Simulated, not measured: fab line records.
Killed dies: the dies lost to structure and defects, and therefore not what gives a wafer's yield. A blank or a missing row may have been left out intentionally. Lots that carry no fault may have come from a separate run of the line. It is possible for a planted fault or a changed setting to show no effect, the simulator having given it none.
Which tool did it? | flow gf180mcu | Sampling: 12 lots, 36 wafers, 4 of 602 route steps

## WHAT THE GAUGES SHOWED, per wafer
GF_V5_THK_MEAS_01.
lot  | measured     | on            | V5_CVD_00_THK (nm)
L327 | day 26 09:25 | film metro-01 | 302 305 305
L328 | day 26 20:55 | film metro-04 | 296 299 297
L329 | day 27 06:17 | film metro-02 | 303 299 303
L331 | day 27 13:20 | film metro-01 | 294 298 298
L333 | day 28 09:12 | film metro-04 | 301 302 297
L334 | day 28 14:39 | film metro-04 | 304 302 301
L335 | day 28 21:23 | film metro-01 | 305 300 304
L337 | day 29 17:14 | film metro-02 | 301 300 303
L338 | day 29 22:37 | film metro-01 | 302 301 302
L340 | day 30 08:04 | film metro-01 | 254 250 248
L341 | day 30 15:57 | film metro-01 | 256 253 254
L347 | day 32 07:01 | film metro-01 | 296 291 292

GF_V5_THK_MEAS_03.
lot  | measured     | on            | V5_CVD_02_THK (nm)
L327 | day 26 09:35 | film metro-02 | 1457 1446 1427
L328 | day 26 21:05 | film metro-01 | 1450 1460 1454
L329 | day 27 06:27 | film metro-01 | 1453 1485 1476
L331 | day 27 13:31 | film metro-02 | 1439 1427 1464
L333 | day 28 09:29 | film metro-04 | 1422 1440 1446
L334 | day 28 14:49 | film metro-02 | 1425 1458 1444
L335 | day 28 21:33 | film metro-02 | 1423 1414 1407
L337 | day 29 17:23 | film metro-01 | 1423 1415 1445
L338 | day 29 22:47 | film metro-02 | 1438 1430 1444
L340 | day 30 08:14 | film metro-01 | 1440 1449 1465
L341 | day 30 16:07 | film metro-01 | 1414 1441 1426
L347 | day 32 07:11 | film metro-04 | 1419 1418 1447

## WHAT TOOL EACH LOT RAN ON (gives the tool, then ch and the chambers of the sampled wafers, and finally the start)
lot  | GF_VT_IMPLANT_STRIP_42               | GF_V5_CVD_00
L327 | plasma asher-02 ch 0,1, day 7 13:37  | hdpcvd-02 ch 0,1,2, day 26 09:22
L328 | plasma asher-02 ch 0,1, day 7 20:16  | hdpcvd-01 ch 1,2, day 26 20:53
L329 | plasma asher-04 ch 0,1, day 8 09:22  | hdpcvd-01 ch 0,2, day 27 06:13
L331 | plasma asher-04 ch 0,1, day 8 14:14  | hdpcvd-01 ch 0,1,2, day 27 13:17
L333 | plasma asher-03 ch 0,1, day 9 06:13  | hdpcvd-01 ch 1,2, day 28 09:08
L334 | plasma asher-03 ch 0,1, day 9 13:47  | hdpcvd-02 ch 0,1, day 28 14:35
L335 | plasma asher-04 ch 0,1, day 9 17:10  | hdpcvd-01 ch 1,2, day 28 21:20
L337 | plasma asher-04 ch 0,1, day 10 12:25 | hdpcvd-02 ch 0,1,2, day 29 17:10
L338 | plasma asher-03 ch 1, day 10 18:43   | hdpcvd-01 ch 1,2, day 29 22:34
L340 | plasma asher-02 ch 0,1, day 11 04:38 | hdpcvd-02 ch 0,1,2, day 30 08:01
L341 | plasma asher-02 ch 0,1, day 11 10:37 | hdpcvd-02 ch 1,2, day 30 15:53
L347 | plasma asher-04 ch 0,1, day 13 05:20 | hdpcvd-01 ch 1,2, day 32 06:59
- GF_VT_IMPLANT_STRIP_42: strips in O2/N2.
- GF_V5_CVD_00: deposits SiO2, target thk 300 nm, time 50 s.

## AS READ BY THE TOOLS THEMSELVES (means over the sampled wafers that have a number; for cases with no such wafer, the mark the record gives instead)
GF_VT_IMPLANT_STRIP_42.
lot  | tool            | drypump motor current A (A) | heater power w (W) | oes product au (a.u.) | strip time to endpoint s (s)
L327 | plasma asher-02 | 5.97                        | 336                | 0.716                 | 12.64
L328 | plasma asher-02 | 6.02                        | 337                | 0.720                 | 12.59
L329 | plasma asher-04 | 5.43                        | 334                | 0.714                 | 12.63
L331 | plasma asher-04 | 5.43                        | 333                | 0.715                 | 12.63
L333 | plasma asher-03 | 5.49                        | 346                | 0.717                 | 12.64
L334 | plasma asher-03 | 5.51                        | 348                | 0.720                 | 12.60
L335 | plasma asher-04 | 5.43                        | 332                | 0.714                 | 12.60
L337 | plasma asher-04 | 5.43                        | 342                | 0.715                 | 12.62
L338 | plasma asher-03 | 5.70                        | 342                | 0.716                 | 12.65
L340 | plasma asher-02 | 6.01                        | 329                | 0.717                 | 12.69
L341 | plasma asher-02 | 6.03                        | 339                | 0.712                 | 12.62
L347 | plasma asher-04 | 5.42                        | 351                | 0.717                 | 12.63

GF_V5_CVD_00.
lot  | tool      | sih4 flow sccm (sccm)
L327 | hdpcvd-02 | 60.03
L328 | hdpcvd-01 | 60.15
L329 | hdpcvd-01 | 60.03
L331 | hdpcvd-01 | 60.03
L333 | hdpcvd-01 | 59.89
L334 | hdpcvd-02 | 60.05
L335 | hdpcvd-01 | 59.96
L337 | hdpcvd-02 | 59.87
L338 | hdpcvd-01 | 59.90
L340 | hdpcvd-02 | 50.98
L341 | hdpcvd-02 | 50.82
L347 | hdpcvd-01 | 59.97

## THE ANSWER, worked out from the rows above alone
Rule: usual is defined by the lots themselves. Put in order of their means at a reading, lots are off if they are a third of the lots or fewer, leave a main group of 4 or more, and stand apart from it by a gap of 3 or more times the standard deviation of the main group's means; of several such gaps the widest counts. If all means in a main group match to the digits the tables above print for the reading, that group is not used. A lot without any number at a reading at which 4 lots or more have one is off too. Any other lot the step has rows for is counted as sound. The gauges are gone through in route order, then the tools' own readings, and for those a lot's mean is taken as printed above. At the first step where some lot is off, the reading lying furthest off is the one used; lots without a number count as furthest.
Off: L340, L341, seen at GF_V5_THK_MEAS_01 (V5_CVD_00_THK). The main group: mean 300 nm, standard deviation 3.2.
A tool fits if, at a process step before that reading, it ran every lot that is off, and no sound lot after the first of them. Not tried: the gauges at GF_V5_THK_MEAS_01; whatever is off there is also off at GF_VT_IMPLANT_STRIP_42, on other tools, and gauge error can't account for it. Can't be told from this: 2 tools fit, plasma asher-02 at GF_VT_IMPLANT_STRIP_42, hdpcvd-02 at GF_V5_CVD_00.

## WHAT HAD BEEN PUT IN BY THE SIMULATOR
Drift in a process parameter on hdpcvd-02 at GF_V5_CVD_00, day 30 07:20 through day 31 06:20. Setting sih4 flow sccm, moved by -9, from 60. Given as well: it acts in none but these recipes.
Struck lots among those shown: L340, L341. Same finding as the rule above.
